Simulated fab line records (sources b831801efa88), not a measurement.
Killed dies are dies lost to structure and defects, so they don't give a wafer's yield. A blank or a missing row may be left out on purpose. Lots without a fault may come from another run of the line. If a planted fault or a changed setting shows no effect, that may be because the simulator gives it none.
2 desks looking at one fault || flow gf180mcu || numbers are kept per desk, each desk with only its own; the story behind them comes last

== THE METROLOGY DESK ==
What the gauges read for every lot (on any tool): the sampled wafers with a number, averaged. Marked OUT: a lot whose mean sits more than 4 standard deviations from the usual mean, which makes it out of limits; the brackets give that distance.
Columns: A = NSD_RS at GF_PSD_RS_MEAS_14, usual 46.15 ohm/sq; B = PSD_RS at GF_PSD_RS_MEAS_15, usual 108.60 ohm/sq
{"lot": "L758", "first seen here": "day 13 11:53", "A": 46.27, "B": 108.66}
{"lot": "L760", "first seen here": "day 14 10:42", "A": 46.16, "B": 108.61}
{"lot": "L761", "first seen here": "day 14 11:43", "A": 46.29, "B": 108.92}
{"lot": "L762", "first seen here": "day 14 18:15", "A": 46.11, "B": 108.22}
{"lot": "L764", "first seen here": "day 17 16:44", "A": 46.14, "B": 108.21}
{"lot": "L768", "first seen here": "day 18 00:02", "A": 46.07, "B": 108.49}
{"lot": "L775", "first seen here": "day 20 15:45", "A": "45.34 (-9.4) OUT", "B": "105.10 (-12) OUT"}
{"lot": "L776", "first seen here": "day 21 03:53", "A": "45.24 (-11) OUT", "B": "104.91 (-13) OUT"}
{"lot": "L777", "first seen here": "day 21 22:15", "A": 46.10, "B": 108.56}
{"lot": "L779", "first seen here": "day 22 06:36", "A": 46.13, "B": 108.75}
{"lot": "L780", "first seen here": "day 22 20:11", "A": 46.12, "B": 108.82}
This desk reports L775, L776 out of limits; the earliest was L775 at day 20 15:45 (NSD_RS at GF_PSD_RS_MEAS_14). L758, L760, L761, L762, L764, L768, L777, L779, L780: within limits.

== TOOL OWNER'S DESK, rtp_anneal-02 ==
Per lot that ran on this tool, the mean of the sampled wafers carrying a number, from the tool's own readings at GF_PSD_RTA_13 (time 20 s). Marked OUT: a lot whose mean sits more than 4 standard deviations from the usual mean, which makes it out of limits; the brackets give that distance.
Columns: A = lamp_power_pct at GF_PSD_RTA_13, usual 34 %; B = wafer_temp_C_max at GF_PSD_RTA_13, usual 1029.5
{"lot": "L758", "first seen here": "day 13 11:49", "A": 30, "B": 1028.2}
{"lot": "L761", "first seen here": "day 14 11:37", "A": 30, "B": 1028.8}
{"lot": "L768", "first seen here": "day 17 23:53", "A": 30, "B": 1029.4}
{"lot": "L775", "first seen here": "day 20 15:40", "A": 31, "B": "1034.8 (+5.5) OUT"}
{"lot": "L776", "first seen here": "day 21 03:48", "A": 31, "B": "1035.6 (+6.3) OUT"}
This desk's verdict: out of limits on L775, L776, starting with L775 at day 20 15:40 (wafer_temp_C_max at GF_PSD_RTA_13). L758, L761, L768: within limits.

== PUT TOGETHER ==
On L775, L776, at day 20 15:40, an alarm was possible from the tool owner's desk.
On L775, L776, the metrology desk was in a position to raise an alarm at day 20 15:45.
The lots listed all ran GF_PSD_RTA_13 on rtp_anneal-02.

== WHAT THE SIMULATOR HAD INSERTED ==
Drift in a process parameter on rtp_anneal-02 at GF_PSD_RTA_13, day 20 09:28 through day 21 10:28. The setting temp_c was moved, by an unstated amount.
Shown lots that were struck: L775, L776.
Hours from the fault's start to each desk's first reading out of limits: the tool owner's desk, 6; the metrology desk, 6.
